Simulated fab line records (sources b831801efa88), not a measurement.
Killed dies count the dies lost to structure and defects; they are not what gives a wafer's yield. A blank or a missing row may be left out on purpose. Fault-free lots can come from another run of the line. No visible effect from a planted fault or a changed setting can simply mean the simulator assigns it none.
Check for tools in common -- flow gf180mcu -- 11 lots and 33 wafers in the sample

== THE REASON FOR OPENING IT ==
GF_NWELL_TW_MEAS_11, reading NWELL_TW: flagged on 2 of 11 lots. Wafers without a fault read 1571, standard deviation 26.
Rule: a lot gets a flag if all its wafers with a number sit over 4 standard deviations from that mean, or if no wafer of it has a number. As for the other lots, they are considered sound.

lot,measured,on,"NWELL_TW, wafer by wafer",flag
L582,day 3 07:26,film metro-02,1595 1595 1588,
L583,day 3 14:17,film metro-04,1557 1561 1572,
L584,day 3 19:47,film metro-02,1597 1599 1594,
L587,day 4 09:56,film metro-01,1551 1550 1537,
L590,day 5 03:59,film metro-02,1612 1603 1608,
L592,day 5 13:29,film metro-01,1894 1895 1896,FLAGGED
L593,day 5 18:26,film metro-02,1964 1970 1984,FLAGGED
L597,day 6 19:32,film metro-01,1542 1538 1533,
L599,day 7 06:31,film metro-02,1595 1586 1598,
L604,day 8 10:47,film metro-04,1561 1564 1569,
L605,day 8 14:41,film metro-02,1600 1584 1593,
The mean of the flagged lots' numbers is 1934, +363 from the usual (+14 standard deviations).

== TOOL THAT RAN EACH LOT ==
The record holds 2 process steps before the reading, out of a route of 602 steps. Cell contents, in order: the tool; ch with the chambers the sampled wafers went through; the start.
lot,flag,GF_DNWELL_COAT_02,GF_DNWELL_STRIP_08
L582,,"litho track-04 ch 0, day 2 12:29","plasma asher-04 ch 0,1, day 2 18:40"
L583,,"litho track-03 ch 0, day 2 18:13","plasma asher-04 ch 0,1, day 3 00:35"
L584,,"litho track-01 ch 0, day 2 23:25","plasma asher-02 ch 0,1, day 3 05:52"
L587,,"litho track-04 ch 0, day 3 13:38","plasma asher-01 ch 0,1, day 3 19:59"
L590,,"litho track-03 ch 0, day 4 06:51","plasma asher-02 ch 0,1, day 4 13:54"
L592,FLAGGED,"litho track-04 ch 0, day 4 15:50","plasma asher-02 ch 1, day 4 22:45"
L593,FLAGGED,"litho track-04 ch 0, day 4 20:17","plasma asher-02 ch 0,1, day 5 03:38"
L597,,"litho track-01 ch 0, day 5 19:36","plasma asher-04 ch 0, day 6 03:30"
L599,,"litho track-03 ch 0, day 6 07:06","plasma asher-01 ch 0,1, day 6 14:41"
L604,,"litho track-01 ch 0, day 7 10:03","plasma asher-01 ch 0,1, day 7 18:05"
L605,,"litho track-01 ch 0, day 7 13:30","plasma asher-02 ch 0,1, day 7 21:45"
What is done by these steps:
- GF_DNWELL_COAT_02: resist thk 3000 nm.
- GF_DNWELL_STRIP_08: strips in O2/N2.
- GF_NWELL_TW_MEAS_11

== FLAGGED AGAINST TOTAL, ONE TOOL AT A TIME (gauges that did the reading follow at the end) ==
step,tool,lots run,flagged,share of the flagged lots,sound lots run after its first flagged lot
GF_DNWELL_COAT_02,litho track-01,4,0,none,-
GF_DNWELL_COAT_02,litho track-03,3,0,none,-
GF_DNWELL_COAT_02,litho track-04,4,2,all,0
GF_DNWELL_STRIP_08,plasma asher-01,3,0,none,-
GF_DNWELL_STRIP_08,plasma asher-02,5,2,all,1 (L605)
GF_DNWELL_STRIP_08,plasma asher-04,3,0,none,-
GF_NWELL_TW_MEAS_11,film metro-01,3,1,some,1 (L597)
GF_NWELL_TW_MEAS_11,film metro-02,6,1,some,"2 (L599,L605)"
GF_NWELL_TW_MEAS_11,film metro-04,2,0,none,-

== WHAT THE TABLE PERMITS ==
Rows of the table that ran all the flagged lots, 2 in number: litho track-04 at GF_DNWELL_COAT_02; plasma asher-02 at GF_DNWELL_STRIP_08.
- litho track-04 at GF_DNWELL_COAT_02: 2 of its 4 lots flagged. Last sound lot L587 at day 3 13:38, first flagged lot L592 at day 4 15:50; a fault beginning in between fits.
- plasma asher-02 at GF_DNWELL_STRIP_08: 2 of its 5 lots flagged. Sound lots followed the first flagged one (L605) on it, something a lasting fault affecting the whole tool could not allow. Its own readings lie more than 4 standard deviations out on every wafer of the flagged lots: strip time to endpoint s.
One tool is left: litho track-04 at GF_DNWELL_COAT_02.

== WHAT HAD BEEN PUT IN BY THE SIMULATOR ==
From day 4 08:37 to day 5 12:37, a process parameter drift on litho track-04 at GF_DNWELL_COAT_02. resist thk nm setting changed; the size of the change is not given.
Shown lots that were struck: L592, L593. This agrees with what the rule above found.
